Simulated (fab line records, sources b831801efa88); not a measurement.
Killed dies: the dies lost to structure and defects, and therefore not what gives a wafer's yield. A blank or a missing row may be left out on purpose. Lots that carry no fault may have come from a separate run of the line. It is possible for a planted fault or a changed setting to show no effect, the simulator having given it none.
Which tool was responsible? ; flow sky130 ; 13 lots with 39 wafers sampled at 2 steps, on a route of 708 steps

WHAT THE GAUGES SHOWED, per wafer
SKY_CONTACT_BOW_MEAS_05.
lot;measured;on;CONTACT_BOW (um)
L583;day 30 22:10;film_metro-04;84 89 86
L584;day 30 23:41;film_metro-01;91 83 73
L585;day 31 16:55;film_metro-04;82 92 90
L588;day 32 12:06;film_metro-01;75 88 75
L589;day 32 18:42;film_metro-01;75 89 93
L590;day 33 15:54;film_metro-03;75 79 90
L597;day 35 10:28;film_metro-04;75 85 80
L600;day 35 22:11;film_metro-04;80 82 88
L599;day 36 03:18;film_metro-03;94 75 79
L601;day 36 13:40;film_metro-01;76 77 79
L602;day 36 19:09;film_metro-03;96 91 80
L603;day 37 01:07;film_metro-04;81 81 83
L605;day 37 20:19;film_metro-03;82 90 77

TOOL THAT RAN EACH LOT (tool first, then ch and the chambers of the sampled wafers, then the start)
lot;SKY_LDD_N_IMPLANT_11
L583;implanter-01 ch 0, day 18 07:44
L584;implanter-03 ch 0, day 18 07:48
L585;implanter-03 ch 0, day 19 02:17
L588;implanter-02 ch 0, day 20 05:28
L589;implanter-01 ch 0, day 20 09:30
L590;implanter-01 ch 0, day 21 00:18
L597;implanter-03 ch 0, day 23 11:49
L600;implanter-01 ch 0, day 24 04:08
L599;implanter-02 ch 0, day 24 06:14
L601;implanter-03 ch 0, day 24 18:51
L602;implanter-02 ch 0, day 24 23:09
L603;implanter-03 ch 0, day 25 06:25
L605;implanter-03 ch 0, day 26 06:24
- SKY_LDD_N_IMPLANT_11

AS READ BY THE TOOLS THEMSELVES (means over the sampled wafers that have a number; for cases with no such wafer, the mark the record gives instead)
SKY_LDD_N_IMPLANT_11.
lot;tool;dose_ions_cm2;faraday_current_uA
L583;implanter-01;7.506e+13;426
L584;implanter-03;7.500e+13;424
L585;implanter-03;7.495e+13;420
L588;implanter-02;7.502e+13;425
L589;implanter-01;6.928e+13;387
L590;implanter-01;6.927e+13;395
L597;implanter-03;7.496e+13;420
L600;implanter-01;7.499e+13;427
L599;implanter-02;7.499e+13;424
L601;implanter-03;7.511e+13;422
L602;implanter-02;7.492e+13;422
L603;implanter-03;7.502e+13;430
L605;implanter-03;7.496e+13;423

THE ANSWER, worked out from the rows above alone
Rule: usual is defined by the lots themselves. Put in order of their means at a reading, lots are off if they are a third of the lots or fewer, leave a main group of 4 or more, and stand apart from it by a gap of 3 or more times the standard deviation of the main group's means; of several such gaps the widest counts. The tables above print the reading to a certain number of digits; a main group whose means all agree to those digits is not used. A lot without any number at a reading at which 4 lots or more have one is off too. Any other lot the step has rows for is counted as sound. Order of review: gauges by route order, followed by the tools' own readings, for which a lot's mean as printed above is used. At the first step where some lot is off, the reading lying furthest off is the one used; lots without a number count as furthest.
Off: L589, L590, at SKY_LDD_N_IMPLANT_11 (dose_ions_cm2). The main group: mean 7.500e+13, standard deviation 5.1e+10.
If a tool, at that step or one of the process steps before it, ran each lot that is off and ran no sound lot following the first of them, it fits. No candidate that was tried fits.

WHAT HAD BEEN PUT IN BY THE SIMULATOR
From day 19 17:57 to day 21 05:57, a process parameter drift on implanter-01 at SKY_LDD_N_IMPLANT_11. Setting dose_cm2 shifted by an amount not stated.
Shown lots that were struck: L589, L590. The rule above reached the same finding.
